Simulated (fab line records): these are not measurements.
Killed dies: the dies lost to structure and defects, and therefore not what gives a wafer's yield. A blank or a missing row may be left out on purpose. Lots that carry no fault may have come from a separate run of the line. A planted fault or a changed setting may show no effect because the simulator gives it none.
The tool behind it: which one?	flow sky130	21 wafers from 7 lots sampled at 5 of the route's 708 steps

## WHAT THE GAUGES READ, wafer by wafer
SKY_VIA2_THK_MEAS_01.
lot	measured	on	VIA2_HDPCVD_THK (nm)
L794	day 35 13:55	film metro-03	1177 1194 1175
L797	day 36 03:15	film metro-02	1168 1187 1177
L799	day 37 04:28	film metro-02	1169 1184 1175
L812	day 40 21:44	film metro-01	1198 1198 1190
L814	day 41 10:11	film metro-03	1186 1180 1192

## WHAT TOOL EACH LOT RAN ON (gives the tool, then ch and the chambers of the sampled wafers, and finally the start)
lot	SKY_METAL2_SPUTTER_00	SKY_METAL2_SPUTTER_04	SKY_METAL2_METAL_ETCH_19	SKY_METAL2_STRIP_20
L794	pvd sputter-04, day 34 10:29	pvd sputter-04, day 34 10:35	rie metal-04 ch 0,1, day 35 13:05	plasma asher-03 ch 0,1, day 35 13:11
L797	pvd sputter-04, day 34 23:47	pvd sputter-04, day 34 23:53	rie metal-02 ch 0,1, day 36 02:22	plasma asher-03 ch 0,1, day 36 02:28
L799	pvd sputter-04, day 36 01:16	pvd sputter-04, day 36 01:22	rie metal-03 ch 0, day 37 03:37	plasma asher-03 ch 1, day 37 03:42
L803	pvd sputter-02, day 37 02:52	pvd sputter-02, day 37 02:57	rie metal-03 ch 0,1, day 38 05:13	plasma asher-01 ch 0,1, day 38 05:18
L804	pvd sputter-04, day 37 16:09	pvd sputter-04, day 37 16:14	rie metal-03 ch 0,1, day 38 18:22	plasma asher-02 ch 0,1, day 38 18:28
L812	pvd sputter-04, day 39 19:52	pvd sputter-04, day 39 19:58	rie metal-02 ch 0,1, day 40 20:55	plasma asher-01 ch 0,1, day 40 21:01
L814	pvd sputter-04, day 40 08:40	pvd sputter-04, day 40 08:46	rie metal-02 ch 0,1, day 41 09:20	plasma asher-01 ch 0,1, day 41 09:26
- SKY_METAL2_SPUTTER_00: material Ti, target thk 15 nm, time 10 s.
- SKY_METAL2_SPUTTER_04: material TiN, target thk 70 nm, time 58.3 s.
- SKY_METAL2_METAL_ETCH_19: etches the open film in Cl2/BCl3, stops on SiO2, target depth 360 nm, time 78 s.
- SKY_METAL2_STRIP_20: strips in O2/N2.

## THE ANSWER, worked out from the rows above alone
Rule: the lots themselves supply what counts as usual. The widest of any qualifying gaps counts: lots, ordered by their means at a reading, are off when they make up no more than a third of the lots, leave a main group of 4 or more, and stand apart from it by 3 or more times the standard deviation of that group's means. A main group whose means are all the same, to the digits that the tables above print for the reading, isn't used. A lot without any number at a reading at which 4 lots or more have one is off too. The other lots that the step has rows for count as sound.
No lot is off at any reading shown: from this, nothing can be told.

## WHAT WAS PUT IN BY THE SIMULATOR
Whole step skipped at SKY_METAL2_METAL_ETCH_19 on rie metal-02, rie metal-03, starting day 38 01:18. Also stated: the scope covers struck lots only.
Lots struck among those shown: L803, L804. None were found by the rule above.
